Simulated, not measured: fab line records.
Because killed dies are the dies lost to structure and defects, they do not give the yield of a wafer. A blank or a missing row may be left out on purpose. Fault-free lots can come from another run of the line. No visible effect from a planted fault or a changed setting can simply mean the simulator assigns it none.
Code-filled problem report in 8D (eight disciplines) form ; flow sky130 ; the parts of the form that need people (team, actions taken, sign-off) are left out

== 1. THE PROBLEM ==
VIA4_W_RS at SKY_VIA4_RS_MEAS_19 reads a mean of 0.1579 ohm/sq on 6 wafers of 2 lots; wafers without a fault read 0.2277 ohm/sq with a standard deviation of 0.0021. That is -33 standard deviations from the usual mean.
The step: measures by four-point-probe.
First observed at day 43 17:33: wafer L625.2, on filmMetro-01. Wafers with a number at this step in the record: 30, from 10 lots. The rule behind "out" and "out of limits": a value lying over 4 standard deviations away from the usual mean. Any other wafer with a number is counted as sound.

== 2. WHAT THIS IS AND IS NOT ==
question;is;is not
which readings at this step;VIA4_W_RS;-
which lots;L625, L627;L634, L636, L639, L640, L641, L642, L643, L644
which wafers of those lots;all that have a number;-
read on which gauges;filmMetro-01, filmMetro-03;filmMetro-04
when;from day 43 17:33;"up to then (0 sound wafers); but 24 sound wafers of L634, L636, L639, L640, L641, L642, L643, L644 came after"

== 3. WHAT RULES OUT EACH SUSPECT ==
Counting: a tool stays on the suspect list if, at a process step up to the reading, it processed all lots that are out and no sound lot following the first of them.
- the gauge at SKY_VIA4_RS_MEAS_19: ruled out. The wafers that are out were read on 2 gauges (filmMetro-01, filmMetro-03).
- cvdW-01 at SKY_VIA4_CVD_18 (deposits W, target thk 505 nm, time 152.14 s): ruled out as a lasting fault. Following L625 (day 43 17:23), the first lot on it that is out, the sound lots L640, L639, L642, L644 were run on it.
Left after counting: nothing in the record.

== 4. THE CAUSE (what the simulator had put in) ==
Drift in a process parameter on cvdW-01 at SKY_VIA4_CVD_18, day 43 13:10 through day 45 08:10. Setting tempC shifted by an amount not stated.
Counting ruled it out, wrongly: the rule takes a fault to strike every lot that its tool runs from its start on, and this one did not.

== 5. THE CHAIN OF EFFECTS, in route order ==
Rows list readings where the struck wafers' mean (over those with a number) sits beyond 3 standard deviations from the usual. Scope: only readings with a usual standard deviation given in the record; hours: median across lots of the time from each lot's start at the first step in this table that gives one to its start at this step; sigmas: change in usual standard deviations.
hours;step;reading;usual;on struck wafers;change;sigmas
0;SKY_VIA4_CVD_18;susceptorTempC;400.01 C;420.94;+20.93;+95
0;SKY_VIA4_RS_MEAS_19;VIA4_W_RS;0.2277 ohm/sq;0.1579;-0.0698;-33
0;SKY_VIA4_THK_MEAS_20;VIA4_W_THK;512 nm;749;+237;+42
0;SKY_VIA4_CMP_21;timeToEndpointS;122 s;173;+51;+13
It contains these process steps:
- SKY_VIA4_CVD_18: deposits W, target thk 505 nm, time 152.14 s.
- SKY_VIA4_CMP_21: polishes, stops on SiO2, t overpolish 25 s, target thk 0 nm.

== 6. WHAT WOULD HAVE CAUGHT IT SOONER ==
Counted from the fault's start at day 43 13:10, it took 4 hours until the first out-of-limits reading at a measuring or inspecting step in this record, taken at day 43 17:33.
Tool's own readings at SKY_VIA4_CVD_18, susceptorTempC: out on all struck wafers the step has rows for; an alarm limit on them would have tripped on the first.
